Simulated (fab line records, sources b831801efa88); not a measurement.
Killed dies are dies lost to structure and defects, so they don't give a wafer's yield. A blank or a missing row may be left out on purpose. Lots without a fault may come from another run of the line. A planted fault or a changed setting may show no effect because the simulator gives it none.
Which tool did it? | flow sky130 | 24 lots, 72 wafers sampled, at 5 steps of a route of 708

WHAT THE GAUGES READ, wafer by wafer
SKY_METAL2_THK_MEAS_06: measures by xrf. Usual: METAL2_ALCU_THK 253 nm, standard deviation 3.1.
lot  | measured     | on            | METAL2_ALCU_THK (nm) | flag
L074 | day 34 07:50 | film_metro-04 | 248 249 248          |
L075 | day 34 15:34 | film_metro-03 | 253 255 255          |
L076 | day 34 22:38 | film_metro-01 | 249 251 251          |
L077 | day 35 18:01 | film_metro-01 | 262 255 257          |
L078 | day 36 18:28 | film_metro-04 | 253 256 254          |
L080 | day 37 01:57 | film_metro-04 | 248 247 243          |
L079 | day 37 02:55 | film_metro-03 | 253 254 252          |
L081 | day 37 17:21 | film_metro-03 | 252 253 255          |
L082 | day 37 19:19 | film_metro-03 | 257 258 257          |
L083 | day 37 20:19 | film_metro-03 | 248 246 250          |
L085 | day 37 21:46 | film_metro-01 | 252 254 255          |
L084 | day 37 22:18 | film_metro-01 | 252 254 255          |
L087 | day 38 10:17 | film_metro-01 | 253 259 254          |
L086 | day 38 16:52 | film_metro-04 | 258 257 257          |
L089 | day 39 05:25 | film_metro-01 | 254 252 256          |
L088 | day 39 10:32 | film_metro-04 | 258 254 255          |
L090 | day 39 19:55 | film_metro-01 | 256 256 255          |
L091 | day 39 22:19 | film_metro-01 | 256 252 252          |
L092 | day 40 01:49 | film_metro-01 | 253 259 256          |
L093 | day 40 03:16 | film_metro-04 | 254 252 254          |
L094 | day 40 07:34 | film_metro-01 | 252 253 251          |
L095 | day 41 02:34 | film_metro-01 | 254 253 253          |
L096 | day 41 02:46 | film_metro-03 | 253 253 255          |
L097 | day 41 06:08 | film_metro-01 | 254 251 252          |

WHICH TOOL RAN EACH LOT (tool, then ch and the chambers of the sampled wafers, then the start)
lot  | SKY_LOCAL_INTERCONNECT_ETCH_13    | SKY_CONTACT_CVD_00              | SKY_CONTACT_ETCH_18                           | SKY_METAL2_SPUTTER_02
L074 | rie_metal-04 ch 0,1, day 30 16:15 | pecvd-02 ch 0,2, day 30 17:02   | rie_diel-03 ch 2,3, day 34 07:36 or earlier   | pvd_sputter-03, day 34 07:36
L075 | rie_metal-01 ch 0,1, day 31 01:32 | pecvd-01 ch 1,2, day 31 02:18   | rie_diel-04 ch 2, day 34 15:21 or earlier     | pvd_sputter-02, day 34 15:21
L076 | rie_metal-01 ch 0,1, day 31 06:14 | pecvd-02 ch 0,1,2, day 31 07:06 | rie_diel-04 ch 0,2, day 34 22:25 or earlier   | pvd_sputter-02, day 34 22:25
L077 | rie_metal-04 ch 0,1, day 32 04:14 | pecvd-01 ch 0,2, day 32 04:56   | rie_diel-03 ch 0,2, day 35 17:48 or earlier   | pvd_sputter-04, day 35 17:48
L078 | rie_metal-01 ch 0,1, day 33 05:35 | pecvd-04 ch 1,2, day 33 06:20   | rie_diel-02 ch 2,3, day 36 18:15 or earlier   | pvd_sputter-02, day 36 18:15
L080 | rie_metal-01 ch 0,1, day 33 12:59 | pecvd-01 ch 0,1,2, day 33 13:46 | rie_diel-02 ch 0,1,2, day 37 01:44 or earlier | pvd_sputter-02, day 37 01:44
L079 | rie_metal-02 ch 0,1, day 33 13:53 | pecvd-04 ch 0,1, day 33 14:38   | rie_diel-03 ch 0,1, day 37 02:41 or earlier   | pvd_sputter-04, day 37 02:41
L081 | rie_metal-01 ch 0,1, day 34 03:52 | pecvd-01 ch 0,2, day 34 04:35   | rie_diel-02 ch 1,2,3, day 37 17:07 or earlier | pvd_sputter-03, day 37 17:07
L082 | rie_metal-01 ch 0, day 34 05:05   | pecvd-01 ch 1,2, day 34 05:47   | rie_diel-04 ch 0,1,2, day 37 19:06 or earlier | pvd_sputter-03, day 37 19:06
L083 | rie_metal-02 ch 0,1, day 34 06:32 | pecvd-04 ch 0,2, day 34 07:16   | rie_diel-04 ch 0,3, day 37 20:05 or earlier   | pvd_sputter-02, day 37 20:05
L085 | rie_metal-02 ch 0,1, day 34 08:24 | pecvd-01 ch 1,2, day 34 09:05   | rie_diel-04 ch 0,1,3, day 37 21:32 or earlier | pvd_sputter-03, day 37 21:32
L084 | rie_metal-01 ch 1, day 34 08:29   | pecvd-04 ch 0,2, day 34 09:14   | rie_diel-03 ch 0,1,2, day 37 22:05 or earlier | pvd_sputter-02, day 37 22:05
L087 | rie_metal-04 ch 0,1, day 34 23:20 | pecvd-01 ch 0,2, day 35 00:26   | rie_diel-03 ch 0,1,3, day 38 10:04 or earlier | pvd_sputter-03, day 38 10:04
L086 | rie_metal-01 ch 0,1, day 35 04:02 | pecvd-02 ch 0,1,2, day 35 04:49 | rie_diel-02 ch 1,2,3, day 38 16:39 or earlier | pvd_sputter-04, day 38 16:39
L089 | rie_metal-01 ch 0,1, day 35 17:38 | pecvd-01 ch 0,1,2, day 35 18:22 | rie_diel-02 ch 0,2,3, day 39 05:12 or earlier | pvd_sputter-03, day 39 05:12
L088 | rie_metal-02 ch 0,1, day 35 22:33 | pecvd-02 ch 0,1, day 35 23:15   | rie_diel-04 ch 0,2,3, day 39 10:18 or earlier | pvd_sputter-03, day 39 10:18
L090 | rie_metal-01 ch 0,1, day 36 07:08 | pecvd-01 ch 0,2, day 36 07:53   | rie_diel-04 ch 1,2, day 39 19:42 or earlier   | pvd_sputter-02, day 39 19:42
L091 | rie_metal-04 ch 0,1, day 36 10:11 | pecvd-02 ch 0,1, day 36 10:55   | rie_diel-04 ch 0,1,3, day 39 22:07 or earlier | pvd_sputter-04, day 39 22:07
L092 | rie_metal-04 ch 0,1, day 36 14:12 | pecvd-04 ch 1,2, day 36 14:57   | rie_diel-02 ch 0,1,2, day 40 01:35 or earlier | pvd_sputter-04, day 40 01:35
L093 | rie_metal-02 ch 0,1, day 36 15:15 | pecvd-01 ch 0,1,2, day 36 16:00 | rie_diel-03 ch 1,2, day 40 03:04 or earlier   | pvd_sputter-03, day 40 03:04
L094 | rie_metal-01 ch 0,1, day 36 20:44 | pecvd-04 ch 0,1, day 36 21:29   | rie_diel-04 ch 1,2,3, day 40 07:22 or earlier | pvd_sputter-03, day 40 07:22
L095 | rie_metal-01 ch 1, day 37 16:24   | pecvd-01 ch 0,1,2, day 37 17:14 | rie_diel-04 ch 2,3, day 41 02:20 or earlier   | pvd_sputter-04, day 41 02:20
L096 | rie_metal-01 ch 1, day 37 17:50   | pecvd-01 ch 1,2, day 37 18:39   | rie_diel-04 ch 0,1,2, day 41 02:33 or earlier | pvd_sputter-03, day 41 02:33
L097 | rie_metal-02 ch 0,1, day 37 18:33 | pecvd-04 ch 0,1,2, day 37 19:35 | rie_diel-02 ch 1,2, day 41 05:53 or earlier   | pvd_sputter-04, day 41 05:53
- SKY_LOCAL_INTERCONNECT_ETCH_13: etches BARC in N2/H2, stops on SiO2, time 45.9 s, target depth 60 nm.
- SKY_CONTACT_CVD_00: deposits Si3N4, target thk 75 nm.
- SKY_CONTACT_ETCH_18: etches Si3N4 in CHF3/O2, stops on TiN, time 39 s, target depth 75 nm.
- SKY_METAL2_SPUTTER_02: material AlCu, target thk 250 nm, time 13.3 s.

WHAT THE TOOLS THEMSELVES READ (means of the sampled wafers that have a number; where no wafer has one, the mark that the record gives instead)
SKY_LOCAL_INTERCONNECT_ETCH_13. Usual: drypump_motor_current_A 5.7 A, standard deviation 0.58; oes_product_au 0.856 a.u., standard deviation 0.0046; throttle_valve_pct 13.224 %, standard deviation 0.0088.
lot  | tool         | drypump_motor_current_A (A) | oes_product_au (a.u.) | throttle_valve_pct (%) | flag
L074 | rie_metal-04 | 6.1                         | 0.855                 | 13.220                 |
L075 | rie_metal-01 | 6.2                         | 0.854                 | 13.225                 |
L076 | rie_metal-01 | 6.2                         | 0.858                 | 13.219                 |
L077 | rie_metal-04 | 5.8                         | 0.852                 | 13.223                 |
L078 | rie_metal-01 | 5.9                         | 0.852                 | 13.223                 |
L080 | rie_metal-01 | 6.2                         | 0.855                 | 13.229                 |
L079 | rie_metal-02 | 5.1                         | 0.855                 | 13.228                 |
L081 | rie_metal-01 | 6.2                         | 0.860                 | 13.229                 |
L082 | rie_metal-01 | 6.5                         | 0.857                 | 13.229                 |
L083 | rie_metal-02 | 4.9                         | 0.854                 | 13.224                 |
L085 | rie_metal-02 | 5.1                         | 0.856                 | 13.215                 |
L084 | rie_metal-01 | 5.5                         | 0.858                 | 13.226                 |
L087 | rie_metal-04 | 5.8                         | 0.857                 | 13.227                 |
L086 | rie_metal-01 | 6.2                         | 0.853                 | 13.227                 |
L089 | rie_metal-01 | 5.9                         | 0.856                 | 13.231                 |
L088 | rie_metal-02 | 5.1                         | 0.852                 | 13.215                 |
L090 | rie_metal-01 | 6.2                         | 0.856                 | 13.217                 |
L091 | rie_metal-04 | 6.1                         | 0.859                 | 13.228                 |
L092 | rie_metal-04 | 5.8                         | 0.856                 | 13.228                 |
L093 | rie_metal-02 | 5.1                         | 0.854                 | 13.227                 |
L094 | rie_metal-01 | 5.9                         | 0.853                 | 13.218                 |
L095 | rie_metal-01 | 5.6                         | 0.860                 | 13.226                 |
L096 | rie_metal-01 | 5.6                         | 0.855                 | 13.221                 |
L097 | rie_metal-02 | 4.9                         | 0.856                 | 13.218                 |

SKY_CONTACT_CVD_00. Usual: heater_power_w 642 W, standard deviation 81.
lot  | tool     | heater_power_w (W) | flag
L074 | pecvd-02 | 735                |
L075 | pecvd-01 | 656                |
L076 | pecvd-02 | 732                |
L077 | pecvd-01 | 634                |
L078 | pecvd-04 | 624                |
L080 | pecvd-01 | 623                |
L079 | pecvd-04 | 612                |
L081 | pecvd-01 | 575                |
L082 | pecvd-01 | 601                |
L083 | pecvd-04 | 684                |
L085 | pecvd-01 | 631                |
L084 | pecvd-04 | 707                |
L087 | pecvd-01 | 606                |
L086 | pecvd-02 | 721                |
L089 | pecvd-01 | 558                |
L088 | pecvd-02 | 674                |
L090 | pecvd-01 | 553                |
L091 | pecvd-02 | 747                |
L092 | pecvd-04 | 662                |
L093 | pecvd-01 | 612                |
L094 | pecvd-04 | 556                |
L095 | pecvd-01 | 571                |
L096 | pecvd-01 | 622                |
L097 | pecvd-04 | 613                |

SKY_CONTACT_ETCH_18. Usual: drypump_motor_current_A 5.5 A, standard deviation 0.57; oes_product_au 0.853 a.u., standard deviation 0.0079; throttle_valve_pct 8.793 %, standard deviation 0.0085.
lot  | tool        | drypump_motor_current_A (A) | oes_product_au (a.u.) | throttle_valve_pct (%) | flag
L074 | rie_diel-03 | 5.1                         | 0.855                 | 8.794                  |
L075 | rie_diel-04 | 5.0                         | 0.853                 | 8.795                  |
L076 | rie_diel-04 | 5.0                         | 0.854                 | 8.789                  |
L077 | rie_diel-03 | 5.9                         | 0.850                 | 8.797                  |
L078 | rie_diel-02 | 5.9                         | 0.849                 | 8.787                  |
L080 | rie_diel-02 | 5.8                         | 0.846                 | 8.786                  |
L079 | rie_diel-03 | 5.7                         | 0.845                 | 8.789                  |
L081 | rie_diel-02 | 5.9                         | 0.852                 | 8.787                  |
L082 | rie_diel-04 | 5.4                         | 0.856                 | 8.793                  |
L083 | rie_diel-04 | 5.1                         | 0.858                 | 8.797                  |
L085 | rie_diel-04 | 5.5                         | 0.851                 | 8.791                  |
L084 | rie_diel-03 | 5.6                         | 0.857                 | 8.791                  |
L087 | rie_diel-03 | 5.6                         | 0.857                 | 8.792                  |
L086 | rie_diel-02 | 6.0                         | 0.841                 | 8.785                  |
L089 | rie_diel-02 | 6.2                         | 0.854                 | 8.792                  |
L088 | rie_diel-04 | 5.1                         | 0.856                 | 8.795                  |
L090 | rie_diel-04 | 5.9                         | 0.850                 | 8.791                  |
L091 | rie_diel-04 | 5.5                         | 0.846                 | 8.795                  |
L092 | rie_diel-02 | 5.8                         | 0.858                 | 8.795                  |
L093 | rie_diel-03 | 5.2                         | 0.853                 | 8.793                  |
L094 | rie_diel-04 | 5.5                         | 0.861                 | 8.797                  |
L095 | rie_diel-04 | 5.1                         | 0.861                 | 8.784                  |
L096 | rie_diel-04 | 5.5                         | 0.853                 | 8.798                  |
L097 | rie_diel-02 | 5.5                         | 0.863                 | 8.798                  |

SKY_METAL2_SPUTTER_02. Usual: chamber_pressure_pa 0.4001 Pa, standard deviation 0.00078; throttle_valve_pct 30.2 %, standard deviation 1.4.
lot  | tool           | chamber_pressure_pa (Pa) | throttle_valve_pct (%) | flag
L074 | pvd_sputter-03 | 0.4001                   | 30.3                   |
L075 | pvd_sputter-02 | 0.4001                   | 30.7                   |
L076 | pvd_sputter-02 | 0.3996                   | 30.9                   |
L077 | pvd_sputter-04 | 0.4004                   | 29.9                   |
L078 | pvd_sputter-02 | 0.3996                   | 30.6                   |
L080 | pvd_sputter-02 | 0.3998                   | 30.3                   |
L079 | pvd_sputter-04 | 0.3998                   | 30.3                   |
L081 | pvd_sputter-03 | 0.4003                   | 29.2                   |
L082 | pvd_sputter-03 | 0.3998                   | 29.6                   |
L083 | pvd_sputter-02 | 0.3996                   | 31.0                   |
L085 | pvd_sputter-03 | 0.3998                   | 30.3                   |
L084 | pvd_sputter-02 | 0.4000                   | 31.2                   |
L087 | pvd_sputter-03 | 0.4009                   | 29.4                   |
L086 | pvd_sputter-04 | 0.4001                   | 31.0                   |
L089 | pvd_sputter-03 | 0.4006                   | 29.3                   |
L088 | pvd_sputter-03 | 0.4004                   | 29.4                   |
L090 | pvd_sputter-02 | 0.3998                   | 30.2                   |
L091 | pvd_sputter-04 | 0.4004                   | 30.9                   |
L092 | pvd_sputter-04 | 0.4007                   | 30.7                   |
L093 | pvd_sputter-03 | 0.4005                   | 28.6                   |
L094 | pvd_sputter-03 | 0.3997                   | 28.7                   |
L095 | pvd_sputter-04 | 0.4002                   | 31.6                   |
L096 | pvd_sputter-03 | 0.4002                   | 29.3                   |
L097 | pvd_sputter-04 | 0.4004                   | 30.4                   |

THE ANSWER, worked out from the rows above alone
Rule: a lot is off if the mean of its wafers that have a number lies more than 3 standard deviations from the usual mean. A lot without any number at a reading at which 4 lots or more have one is off too. The other lots that the step has rows for count as sound. The gauges are gone through in route order, then the tools' own readings, and for those a lot's mean is taken as printed above. The first step at which some lot is off is used, and at that step the reading that is off furthest; a lot without a number counts as furthest.
No lot is off at any reading shown: from this, nothing can be told.

WHAT THE SIMULATOR HAD PUT IN
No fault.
